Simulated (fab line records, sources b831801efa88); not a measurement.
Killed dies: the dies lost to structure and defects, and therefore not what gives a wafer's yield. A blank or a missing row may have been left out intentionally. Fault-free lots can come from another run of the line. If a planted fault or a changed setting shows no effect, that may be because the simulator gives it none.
fab line records ; flow gf180mcu
record lots=14; wafers=38; last-day=34
route steps=602 shown V2@397 M3@423 V3@447
lots that met no fault: from a run of the same line without faults
start-h: hours from the record's first day to the start of the lot's first wafer shown ; wait-h: hours from the lot's prior step to this one ; " repeats the value in the row above ; L1.1+2: several wafers, shown together as one row ; - no value, or no start given ; * or withheld: withheld ; < > ~ a bound
route shown NAME@n: a module of which the file shows steps, and the number in the route of the first ; usual: mean/standard deviation of fault-free wafers ; same: alike in all rows ; chamber/n: place in a boat ; sites: each site's reading ; _std_site: standard deviation across them ; _edge_site: inner sites' mean taken away from outer sites' mean ; radius-mm: how far each site lies from the wafer's centre ; mask NAME#n: copy n ; behind: tool/chamber where the wafer was last shaped ; hold: the reason the lot was held/the length of the hold in hours/how it ended ; device: transistor that didn't switch, given as n, p or np ; end of line: tests run on the same wafers once the route is complete ; step lacking rows: just its recipe ; killed: the dies lost at the first sort to structure and to defects; this is not the yield of the wafer ; map: per-die view of a wafer (x killed, . not killed, _ where there is no die)
set.NAME: the run value of the setting; set.NAME@STEP: its run value at that earlier step ; model.NAME: the simulator's own value behind a step, which no gauge read
a sample of lots followed through the steps of the route, with each step as a table and each wafer as a row
services: from which hour (start-h, from the record's first day; less than 0 if before it) a tool's chamber was out of use, for how many hours, and why
## steps
# step GF_V2_OVL_MEAS_15
# usual V2_OVL=0/5.8
lot.wafer;tool;chamber;start-h;wait-h;V2_OVL[nm]
L247.1;overlay-02;-;473.49;0.1;11
L247.4;overlay-02;-;473.49;0.1;-1
L247.5;overlay-02;-;473.49;0.1;8
L250.6;overlay-02;-;498.66;0.0;9
L252.1;overlay-01;-;518.09;0.1;-6
L253.1;overlay-02;-;527.94;0.1;3
L253.2;overlay-02;-;527.94;0.1;2
L253.4;overlay-02;-;527.94;0.1;3
L255.1;overlay-02;-;539.43;0.1;1
L255.2;overlay-02;-;539.43;0.1;0
L255.5;overlay-02;-;539.43;0.1;1
L258.2;overlay-02;-;566.95;0.1;3
L258.4;overlay-02;-;566.95;0.1;6
L258.5;overlay-02;-;566.95;0.1;7
L259.1;overlay-01;-;574.93;0.1;4
L259.3;overlay-01;-;574.93;0.1;2
L259.6;overlay-01;-;574.93;0.1;-6
L260.1;overlay-01;-;584.54;0.1;0
L260.3;overlay-01;-;584.54;0.1;-4
L260.6;overlay-01;-;584.54;0.1;2
L261.4;overlay-01;-;593.71;0.1;2
L261.5;overlay-01;-;593.71;0.1;-3
L261.6;overlay-01;-;593.71;0.1;-10
L263.1;overlay-01;-;606.04;0.1;4
L263.5;overlay-01;-;606.04;0.1;1
L263.6;overlay-01;-;606.04;0.1;-8
L266.2;overlay-02;-;622.84;0.1;7
L266.3;overlay-02;-;622.84;0.1;3
L266.4;overlay-02;-;622.84;0.1;2
L267.1;overlay-02;-;629.73;0.1;-6
L267.4;overlay-02;-;629.73;0.1;-4
L267.5;overlay-02;-;629.73;0.1;-4
L268.3;overlay-01;-;640.45;0.1;9
L268.4;overlay-01;-;640.45;0.1;-5
L268.6;overlay-01;-;640.45;0.1;-4
L269.2;overlay-01;-;649.00;0.1;2
L269.3;overlay-01;-;649.00;0.1;1
L269.6;overlay-01;-;649.00;0.1;2
# step GF_M3_CD_MEAS_14
# recipe target-cd-nm=280
# usual cd-nm=280.6/1.3
lot.wafer;tool;chamber;start-h;wait-h;cd-nm
L247.1;cd-sem-01;-;499.91;0.1;279.4
L247.4;cd-sem-01;-;499.91;0.1;281.1
L247.5;cd-sem-01;-;499.91;0.1;281.0
L250.6;cd-sem-02;-;523.82;0.1;279.5
L252.1;cd-sem-02;-;542.36;0.1;279.3
L253.1;cd-sem-02;-;551.97;0.1;280.4
L253.2;cd-sem-02;-;551.97;0.1;279.3
L253.4;cd-sem-02;-;551.97;0.1;279.3
L255.1;cd-sem-02;-;562.61;0.1;280.7
L255.2;cd-sem-02;-;562.61;0.1;279.9
L255.5;cd-sem-02;-;562.61;0.1;280.8
L258.2;cd-sem-02;-;589.69;0.1;279.4
L258.4;cd-sem-02;-;589.69;0.1;279.5
L258.5;cd-sem-02;-;589.69;0.1;280.8
L259.1;cd-sem-02;-;598.27;0.1;283.6
L259.3;cd-sem-02;-;598.27;0.1;282.0
L259.6;cd-sem-02;-;598.27;0.1;282.2
L260.1;cd-sem-01;-;607.27;0.1;281.8
L260.3;cd-sem-01;-;607.27;0.1;282.3
L260.6;cd-sem-01;-;607.27;0.1;281.6
L261.4;cd-sem-02;-;616.68;0.1;281.8
L261.5;cd-sem-02;-;616.68;0.1;281.7
L261.6;cd-sem-02;-;616.68;0.1;281.0
L263.1;cd-sem-01;-;628.28;0.1;280.9
L263.5;cd-sem-01;-;628.28;0.1;280.1
L263.6;cd-sem-01;-;628.28;0.1;281.6
L266.2;cd-sem-01;-;645.39;0.1;281.4
L266.3;cd-sem-01;-;645.39;0.1;280.4
L266.4;cd-sem-01;-;645.39;0.1;280.6
L267.1;cd-sem-02;-;651.52;0.1;277.8
L267.4;cd-sem-02;-;651.52;0.1;278.5
L267.5;cd-sem-02;-;651.52;0.1;278.8
L268.3;cd-sem-01;-;661.96;0.1;283.6
L268.4;cd-sem-01;-;661.96;0.1;283.0
L268.6;cd-sem-01;-;661.96;0.1;282.5
L269.2;cd-sem-01;-;669.39;0.1;280.1
L269.3;cd-sem-01;-;669.39;0.1;281.1
L269.6;cd-sem-01;-;669.39;0.1;280.9
# step GF_M3_METAL_ETCH_16
# recipe chemistry=Cl2/BCl3; mask-material=KrF; target-depth-nm=750.8; stop-on=SiO2; pressure-mtorr=8; icp-w=800; bias-w=140; Cl2_flow_sccm=80; bcl3-flow-sccm=40; time-s=125.1
# usual bcl3-flow-sccm=40.02/0.11; chamber-pressure-mTorr=8.000/0.006; drypump-motor-current-A=5.7/0.4; he-backside-leak-sccm=3.28/0.2; oes-product-au=0.989/0.0078; rf-fwd-power-W=797.5/2.6; throttle-valve-pct=28.230/0.012
lot.wafer;tool;chamber;start-h;wait-h;bcl3-flow-sccm;chamber-pressure-mTorr;drypump-motor-current-A;he-backside-leak-sccm;oes-product-au;rf-fwd-power-W;rf-hours-counter-h;throttle-valve-pct
L247.1;rie-metal-02;0;500.07;0.0;39.87;7.990;6.4;3.10;0.984;796.6;1;28.235
L247.4;rie-metal-02;0;500.07;0.0;39.95;7.995;6.4;3.03;0.993;794.3;-;28.242
L247.5;rie-metal-02;0;500.07;0.0;40.03;8.002;6.4;3.11;0.986;798.5;-;28.211
L250.6;rie-metal-01;1;523.96;0.1;39.98;7.995;5.6;3.46;0.783;797.9;-;28.466
L252.1;rie-metal-01;0;542.52;0.0;39.73;8.000;5.6;3.32;0.996;793.6;13;28.243
L253.1;rie-metal-01;1;552.13;0.0;40.23;7.995;5.6;3.53;0.791;799.2;7;28.450
L253.2;rie-metal-01;0;552.13;0.0;40.25;8.006;5.5;3.30;0.993;795.7;14;28.236
L253.4;rie-metal-01;1;552.13;0.0;40.27;7.997;5.6;3.21;0.787;802.4;-;28.449
L255.1;rie-metal-04;1;562.77;0.0;40.05;7.998;6.0;3.86;0.997;799.9;11;28.206
L255.2;rie-metal-04;0;562.77;0.0;39.79;8.001;4.8;3.11;0.996;798.1;4;28.232
L255.5;rie-metal-04;0;562.77;0.0;39.90;8.000;4.8;3.06;0.990;798.5;-;28.225
L258.2;rie-metal-04;1;589.87;0.1;40.03;7.995;6.0;3.09;0.986;796.3;-;28.217
L258.4;rie-metal-04;1;589.87;0.1;39.99;7.994;6.0;3.33;0.998;794.5;-;28.229
L258.5;rie-metal-04;1;589.87;0.1;39.78;8.010;6.0;3.49;0.991;795.3;-;28.230
L259.1;rie-metal-02;1;598.43;0.0;40.08;7.994;5.2;3.50;0.992;797.5;13;28.241
L259.3;rie-metal-02;1;598.43;0.0;40.27;7.999;5.2;3.44;0.990;796.6;-;28.233
L259.6;rie-metal-02;0;598.43;0.0;40.10;8.002;6.4;3.18;0.984;796.7;-;28.233
L260.1;rie-metal-02;1;607.43;0.0;39.89;7.992;5.2;3.58;0.990;794.9;14;28.232
L260.3;rie-metal-02;0;607.43;0.0;40.16;8.001;6.4;3.12;0.989;794.5;-;28.219
L260.6;rie-metal-02;0;607.43;0.0;40.12;7.995;6.4;3.18;0.998;792.1;-;28.223
L261.4;rie-metal-04;1;616.91;0.1;40.10;8.002;6.0;3.51;0.990;794.1;-;28.225
L261.5;rie-metal-04;1;616.91;0.1;40.14;7.989;6.0;3.59;1.000;794.6;-;28.243
L261.6;rie-metal-04;1;616.91;0.1;39.71;8.000;6.0;3.50;0.991;798.4;-;28.235
L263.1;rie-metal-02;0;628.44;0.0;40.18;8.002;6.4;3.02;0.990;797.9;5;28.217
L263.5;rie-metal-02;0;628.44;0.0;40.09;8.003;6.4;3.05;0.993;796.8;-;28.208
L263.6;rie-metal-02;1;628.44;0.0;40.23;8.012;5.2;3.76;0.995;793.2;-;28.225
L266.2;rie-metal-04;0;645.57;0.1;40.01;8.001;4.8;3.27;0.998;796.0;-;28.230
L266.3;rie-metal-04;0;645.57;0.1;40.07;8.001;4.8;3.19;0.982;796.7;-;28.212
L266.4;rie-metal-04;0;645.57;0.1;40.01;8.000;4.8;3.21;0.992;798.2;-;28.218
L267.1;rie-metal-01;0;651.68;0.0;39.94;7.991;5.6;3.11;0.997;798.4;2;28.227
L267.4;rie-metal-01;0;651.68;0.0;39.99;7.997;5.6;3.10;0.989;797.9;-;28.228
L267.5;rie-metal-01;0;651.68;0.0;39.88;7.994;5.6;3.10;0.988;795.8;-;28.231
L268.3;rie-metal-01;0;662.16;0.1;40.01;8.002;5.6;3.22;0.989;801.9;-;28.226
L268.4;rie-metal-01;0;662.16;0.1;39.91;7.997;5.5;3.11;0.995;797.6;-;28.245
L268.6;rie-metal-01;0;662.16;0.1;39.96;8.008;5.6;3.26;1.000;793.4;-;28.230
L269.2;rie-metal-01;0;669.57;0.1;40.03;8.003;5.6;3.33;0.991;796.2;-;28.234
L269.3;rie-metal-01;0;669.57;0.1;40.12;8.005;5.6;3.36;0.996;797.9;-;28.212
L269.6;rie-metal-01;0;669.57;0.1;40.03;7.992;5.6;3.26;0.998;798.9;-;28.245
# step GF_M3_STRIP_17
# recipe chemistry=O2/N2; power-w=1400; pressure-mtorr=1500; platen-temp-c=250; o2-flow-sccm=3000; n2-flow-sccm=300; overash-fraction=0.5
# usual chamber-pressure-mTorr=1499.9/1.4; drypump-motor-current-A=5.8/0.4; heater-power-w=316/22; o2-flow-sccm=2999/9.4; oes-product-au=0.538/0.0055; strip-time-to-endpoint-s=7.40/0.064
lot.wafer;tool;chamber;start-h;wait-h;chamber-pressure-mTorr;drypump-motor-current-A;heater-power-w;o2-flow-sccm;oes-product-au;rf-hours-counter-h;strip-time-to-endpoint-s
L247.1;plasma-asher-01;0;500.33;0.2;1501.0;6.4;294;3008;0.537;43;7.43
L247.4;plasma-asher-01;1;500.33;0.2;1498.0;6.0;347;2997;0.537;-;7.44
L247.5;plasma-asher-01;0;500.33;0.2;1499.7;6.4;292;3001;0.540;-;7.42
L250.6;plasma-asher-02;0;524.07;0.1;1502.5;5.6;309;2997;0.577;-;8.36
L252.1;plasma-asher-04;0;542.65;0.1;1500.2;5.6;334;2999;0.533;13;7.42
L253.1;plasma-asher-01;1;552.26;0.1;1502.9;6.0;353;3011;0.582;48;8.41
L253.2;plasma-asher-01;0;552.26;0.1;1497.7;6.4;293;3006;0.540;48;7.35
L253.4;plasma-asher-01;1;552.26;0.1;1500.2;6.0;345;3017;0.588;-;8.38
L255.1;plasma-asher-02;0;562.90;0.1;1499.4;5.6;304;2992;0.533;89;7.35
L255.2;plasma-asher-02;1;562.90;0.1;1498.9;5.6;308;2977;0.543;89;7.37
L255.5;plasma-asher-02;1;562.90;0.1;1500.5;5.6;300;2998;0.541;-;7.35
L258.2;plasma-asher-04;0;590.09;0.2;1498.3;5.6;330;2996;0.530;18;7.32
L258.4;plasma-asher-04;0;590.09;0.2;1498.6;5.6;339;2992;0.533;-;7.28
L258.5;plasma-asher-04;1;590.09;0.2;1501.1;5.0;315;3000;0.537;-;7.31
L259.1;plasma-asher-02;0;598.56;0.1;1498.6;5.6;301;3016;0.530;93;7.35
L259.3;plasma-asher-02;0;598.56;0.1;1498.1;5.6;306;2995;0.535;-;7.36
L259.6;plasma-asher-02;1;598.56;0.1;1503.3;5.6;310;3023;0.540;-;7.44
L260.1;plasma-asher-01;1;607.56;0.1;1498.1;6.0;342;2989;0.528;54;7.26
L260.3;plasma-asher-01;1;607.56;0.1;1497.4;6.0;344;2995;0.529;-;7.32
L260.6;plasma-asher-01;0;607.56;0.1;1501.1;6.4;285;2999;0.534;-;7.34
L261.4;plasma-asher-04;0;617.07;0.1;1501.3;5.6;334;2981;0.539;-;7.41
L261.5;plasma-asher-04;0;617.07;0.1;1499.0;5.6;330;2994;0.536;-;7.38
L261.6;plasma-asher-04;1;617.07;0.1;1501.1;5.1;318;2997;0.531;-;7.38
L263.1;plasma-asher-01;1;628.57;0.1;1501.0;6.0;348;2990;0.536;56;7.44
L263.5;plasma-asher-01;1;628.57;0.1;1500.9;6.0;344;3003;0.536;-;7.41
L263.6;plasma-asher-01;0;628.57;0.1;1501.9;6.4;291;2995;0.538;-;7.37
L266.2;plasma-asher-02;1;645.79;0.2;1500.1;5.6;303;2999;0.531;98;7.34
L266.3;plasma-asher-02;0;645.79;0.2;1501.2;5.6;294;2994;0.534;-;7.41
L266.4;plasma-asher-02;1;645.79;0.2;1500.1;5.6;311;3000;0.540;-;7.39
L267.1;plasma-asher-01;0;651.94;0.2;1501.2;6.4;297;3009;0.538;59;7.36
L267.4;plasma-asher-01;0;651.94;0.2;1500.1;6.4;300;3000;0.538;-;7.38
L267.5;plasma-asher-01;0;651.94;0.2;1498.1;6.4;292;3006;0.538;-;7.39
L268.3;plasma-asher-01;1;662.37;0.2;1500.2;6.0;348;3002;0.536;-;7.43
L268.4;plasma-asher-01;0;662.37;0.2;1499.9;6.4;287;3013;0.541;-;7.41
L268.6;plasma-asher-01;1;662.37;0.2;1498.0;6.0;340;2997;0.541;-;7.41
L269.2;plasma-asher-01;0;669.78;0.2;1500.4;6.4;280;3009;0.535;61;7.37
L269.3;plasma-asher-01;0;669.78;0.2;1500.8;6.4;286;2990;0.544;-;7.38
L269.6;plasma-asher-01;0;669.78;0.2;1498.8;6.4;289;3004;0.545;-;7.41
# step GF_V3_STRIP_18
# recipe chemistry=O2/N2; power-w=1400; pressure-mtorr=1500; platen-temp-c=250; o2-flow-sccm=3000; n2-flow-sccm=300; overash-fraction=0.5
# usual chamber-pressure-mTorr=1500.0/1.4; drypump-motor-current-A=5.8/0.42; heater-power-w=319/19; o2-flow-sccm=2998/8.1; oes-product-au=0.593/0.0046
lot.wafer;tool;chamber;start-h;wait-h;chamber-pressure-mTorr;drypump-motor-current-A;heater-power-w;o2-flow-sccm;oes-product-au;rf-hours-counter-h
L247.1;plasma-asher-02;0;524.96;-;1501.1;5.6;301;2989;0.588;85
L247.4;plasma-asher-02;0;524.96;-;1501.2;5.6;301;2990;0.591;-
L247.5;plasma-asher-02;0;524.96;-;1499.4;5.6;298;2990;0.596;-
L252.1;plasma-asher-02;1;565.05;-;1498.0;5.6;303;3012;0.587;89
L253.2;plasma-asher-04;1;573.70;-;1501.5;5.0;328;3005;0.595;17
L255.1;plasma-asher-03;0;585.90;-;1504.1;6.3;293;2997;0.595;80
L255.2;plasma-asher-03;1;585.90;-;1501.4;6.0;348;2983;0.599;80
L255.5;plasma-asher-03;1;585.90;-;1500.0;6.0;360;2987;0.590;-
L258.2;plasma-asher-03;0;612.45;-;1500.2;6.3;301;3004;0.592;83
L258.4;plasma-asher-03;1;612.45;-;1501.3;6.1;347;2995;0.588;-
L258.5;plasma-asher-03;0;612.45;-;1501.0;6.3;305;2994;0.589;-
L259.1;plasma-asher-03;1;620.14;-;1499.9;6.1;344;2997;0.597;84
L259.3;plasma-asher-03;1;620.14;-;1499.3;6.1;353;3005;0.590;-
L259.6;plasma-asher-03;1;620.14;-;1501.2;6.0;352;3000;0.600;-
L260.1;plasma-asher-02;1;629.04;-;1498.5;5.6;303;2999;0.585;96
L260.3;plasma-asher-02;0;629.04;-;1500.9;5.6;307;3008;0.586;-
L260.6;plasma-asher-02;0;629.04;-;1500.1;5.6;302;2997;0.593;-
L261.4;plasma-asher-03;0;639.03;-;1498.4;6.3;302;2996;0.595;-
L261.5;plasma-asher-03;1;639.03;-;1497.4;6.1;348;3000;0.591;-
L261.6;plasma-asher-03;0;639.03;-;1501.8;6.3;303;3012;0.603;-
L263.1;plasma-asher-04;1;650.49;-;1499.2;5.0;315;2988;0.597;25
L263.5;plasma-asher-04;1;650.49;-;1500.3;5.0;320;2997;0.591;-
L263.6;plasma-asher-04;0;650.49;-;1498.1;5.6;323;3004;0.594;-
L266.2;plasma-asher-04;0;665.94;-;1501.2;5.6;332;3006;0.586;27
L266.3;plasma-asher-04;0;665.94;-;1499.3;5.6;330;3012;0.598;-
L266.4;plasma-asher-04;1;665.94;-;1499.2;5.0;320;2997;0.595;-
L267.1;plasma-asher-03;1;671.89;-;1500.9;6.1;350;2992;0.603;89
L267.4;plasma-asher-03;1;671.89;-;1499.5;6.0;347;2998;0.609;-
L267.5;plasma-asher-03;1;671.89;-;1500.7;6.0;350;3000;0.593;-
L268.3;plasma-asher-04;1;683.04;-;1498.2;5.1;328;2992;0.601;-
L268.4;plasma-asher-04;0;683.04;-;1502.1;5.6;333;3009;0.593;-
L268.6;plasma-asher-04;1;683.04;-;1502.5;5.0;323;3005;0.595;-
L269.2;plasma-asher-03;0;689.70;-;1498.0;6.3;294;3005;0.587;91
L269.3;plasma-asher-03;0;689.70;-;1499.7;6.3;304;3004;0.591;-
L269.6;plasma-asher-03;0;689.70;-;1501.6;6.3;297;2995;0.597;-
## services
tool;chamber;start-h;hours;kind
plasma-asher-03;-;483.94;6.2;repair
rie-metal-02;0;486.49;1.7;repair
plasma-asher-03;-;487.10;3.1;repair
rie-metal-01;-;492.47;0.2;repair
rie-metal-02;1;493.47;20.5;repair
plasma-asher-03;-;502.02;1.8;repair
plasma-asher-04;-;509.32;0.7;repair
rie-metal-02;-;515.92;1.4;pm
plasma-asher-03;-;557.86;4.2;repair
plasma-asher-03;-;558.26;4.1;repair
rie-metal-02;0;559.04;14.6;repair
rie-metal-01;0;569.43;-;clean
rie-metal-01;0;569.43;16.3;scheduled-down
rie-metal-01;0;569.43;16.3;vent-cycle
rie-metal-04;0;579.96;65.1;repair
plasma-asher-04;-;591.06;1.5;repair
plasma-asher-03;-;592.89;2.8;pm
rie-metal-04;1;645.05;-;clean
rie-metal-04;1;645.05;20.0;scheduled-down
rie-metal-04;1;645.05;20.0;vent-cycle
rie-metal-01;1;647.74;22.2;repair
rie-metal-04;0;670.84;1.3;repair
rie-metal-02;-;676.95;15.6;pm
rie-metal-01;-;683.44;1.4;pm
## key
first-sign step=GF_M3_METAL_ETCH_16; reading=oes-product-au; direction=down; sigmas=26; usual=0.989; struck=0.787
effect step=GF_M3_METAL_ETCH_16; reading=throttle-valve-pct; direction=up; sigmas=19; usual=28.230; struck=28.455
effect step=GF_M3_STRIP_17; reading=strip-time-to-endpoint-s; direction=up; sigmas=15; usual=*; struck=*
met-at GF_M3_METAL_ETCH_16
struck-lots L250,L253
struck-wafers L250.6,L253.1,L253.4
rows-end L250.6
later-rows-left-out L253.1,L253.4
sort-left-out L253.1,L253.4
not-acting-at GF_V2_OVL_MEAS_15,GF_M3_CD_MEAS_14,GF_V3_STRIP_18
fault kind=process-parameter-drift; tool=rie-metal-01; chamber=1; onset-h=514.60; steps=GF_M3_METAL_ETCH_16; channel=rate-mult; offset=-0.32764; shape=step
# sort-left-out: the simulated sort isn't trusted on such a fault, so these wafers' sort isn't shown, and their yield isn't known
# later-rows-left-out: the simulator's readings of these wafers behind a module that went badly wrong aren't trusted and aren't shown, but for the sort
# rows-end: these wafers met a further fault down the route, and their rows from its step on are left out
